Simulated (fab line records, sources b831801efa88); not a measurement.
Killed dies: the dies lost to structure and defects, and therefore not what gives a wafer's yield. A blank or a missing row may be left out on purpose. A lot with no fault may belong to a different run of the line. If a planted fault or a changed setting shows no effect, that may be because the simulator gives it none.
Which of the tools did it? + flow sky130 + 11 lots with 33 wafers sampled at 3 steps, on a route of 708 steps

## WHAT THE GAUGES SHOWED, per wafer
SKY_CAPM_THK_MEAS_01. Usual: CAPM_CVD_00_THK typically reads 15.64 nm, with standard deviation 0.19.
| lot  | measured     | on           | CAPM_CVD_00_THK (nm) | flag |
|------|--------------|--------------|----------------------|------|
| L971 | day 36 03:06 | filmMetro-03 | 15.40 15.56 15.45    |      |
| L972 | day 36 08:55 | filmMetro-03 | 15.23 15.63 15.79    |      |
| L973 | day 37 01:31 | filmMetro-02 | 15.62 15.84 15.80    |      |
| L976 | day 37 17:32 | filmMetro-01 | 15.76 15.53 15.66    |      |
| L978 | day 38 20:05 | filmMetro-03 | 15.59 15.79 15.56    |      |
| L983 | day 39 23:46 | filmMetro-01 | 15.58 15.76 15.80    |      |
| L984 | day 40 07:11 | filmMetro-03 | 15.68 15.95 15.89    |      |
| L990 | day 41 22:29 | filmMetro-01 | 15.62 15.85 15.80    |      |
| L991 | day 42 06:31 | filmMetro-01 | 15.58 15.51 15.82    |      |
| L992 | day 42 11:54 | filmMetro-03 | 15.71 16.02 15.95    |      |
| L994 | day 42 20:52 | filmMetro-01 | 15.46 15.35 15.61    |      |

SKY_CAPM_RS_MEAS_03: the measuring method here is four-point-probe. Usual: CAPM_TIN_RS typically reads 6.89 ohm/sq, with standard deviation 0.081.
| lot  | measured     | on           | CAPM_TIN_RS (ohm/sq) | flag |
|------|--------------|--------------|----------------------|------|
| L971 | day 36 03:16 | filmMetro-03 | 6.92 6.90 6.90       |      |
| L972 | day 36 09:05 | filmMetro-02 | 7.02 6.86 6.93       |      |
| L973 | day 37 01:42 | filmMetro-03 | 6.98 6.91 6.97       |      |
| L976 | day 37 17:43 | filmMetro-03 | 6.99 6.94 6.98       |      |
| L978 | day 38 20:16 | filmMetro-03 | 6.82 6.85 6.88       |      |
| L983 | day 39 23:56 | filmMetro-03 | 6.81 6.86 6.79       |      |
| L984 | day 40 07:22 | filmMetro-02 | 6.90 6.84 6.86       |      |
| L990 | day 41 22:40 | filmMetro-03 | 6.87 6.82 6.79       |      |
| L991 | day 42 06:41 | filmMetro-03 | 6.95 6.89 6.89       |      |
| L992 | day 42 12:04 | filmMetro-01 | 7.04 7.08 7.00       |      |
| L994 | day 42 21:01 | filmMetro-03 | 7.01 7.06 6.97       |      |

## WHICH TOOL RAN EACH LOT (tool, then ch and the chambers of the sampled wafers, then the start)
| lot  | SKY_VIA2_CMP_24               |
|------|-------------------------------|
| L971 | cmp-01 ch 1,2,3, day 36 02:37 |
| L972 | cmp-02 ch 1,2,3, day 36 08:26 |
| L973 | cmp-02 ch 1,2,3, day 37 01:11 |
| L976 | cmp-02 ch 1,2,3, day 37 17:10 |
| L978 | cmp-01 ch 0,1, day 38 19:37   |
| L983 | cmp-01 ch 1,2, day 39 23:17   |
| L984 | cmp-01 ch 1,3, day 40 06:46   |
| L990 | cmp-01 ch 1,3, day 41 22:02   |
| L991 | cmp-02 ch 1,2,3, day 42 06:02 |
| L992 | cmp-01 ch 0,1,2, day 42 11:32 |
| L994 | cmp-01 ch 1,2,3, day 42 20:23 |
- SKY_VIA2_CMP_24: polishes, stops on SiO2, t overpolish 20 s, target thk 0 nm.

## WHAT THE TOOLS THEMSELVES READ (means of the sampled wafers that have a number; where no wafer has one, the mark that the record gives instead)
SKY_VIA2_CMP_24. Usual: edgeZonePressureFrac 1.000, standard deviation 0.0048; motorCurrentA 10.4 A, standard deviation 0.97; overpolishRunS 20.000 s, standard deviation 0.0097; timeToEndpointS 101 s, standard deviation 3.7.
| lot  | tool   | edgeZonePressureFrac | motorCurrentA (A) | overpolishRunS (s) | timeToEndpointS (s) | flag |
|------|--------|----------------------|-------------------|--------------------|---------------------|------|
| L971 | cmp-01 | 0.999                | 10.3              | 19.996             | 102                 |      |
| L972 | cmp-02 | 0.999                | 10.1              | 19.992             | 103                 |      |
| L973 | cmp-02 | 1.003                | 10.3              | 19.993             | 101                 |      |
| L976 | cmp-02 | 0.995                | 10.2              | 20.001             | 100                 |      |
| L978 | cmp-01 | 0.999                | 10.9              | 20.000             | 100                 |      |
| L983 | cmp-01 | 1.000                | 8.9               | 20.003             | 107                 |      |
| L984 | cmp-01 | 0.999                | 10.5              | 20.005             | 104                 |      |
| L990 | cmp-01 | 0.998                | 9.9               | 20.002             | 101                 |      |
| L991 | cmp-02 | 0.999                | 10.2              | 20.005             | 99                  |      |
| L992 | cmp-01 | 0.999                | 10.0              | 20.001             | 96                  |      |
| L994 | cmp-01 | 1.001                | 10.3              | 19.995             | 99                  |      |

## THE ANSWER, worked out from the rows above alone
Rule: lot off if the mean of its wafers having a number is beyond 3 standard deviations from the usual mean. A lot without any number at a reading at which 4 lots or more have one is off too. Any other lot the step has rows for is counted as sound. First the gauges in route order, then the tools' own readings, where a lot's mean is used as printed above. The first step at which some lot is off is used, and at that step the reading that is off furthest; a lot without a number counts as furthest.
No lot is off at any reading shown: from this, nothing can be told.

## WHAT THE SIMULATOR PUT IN
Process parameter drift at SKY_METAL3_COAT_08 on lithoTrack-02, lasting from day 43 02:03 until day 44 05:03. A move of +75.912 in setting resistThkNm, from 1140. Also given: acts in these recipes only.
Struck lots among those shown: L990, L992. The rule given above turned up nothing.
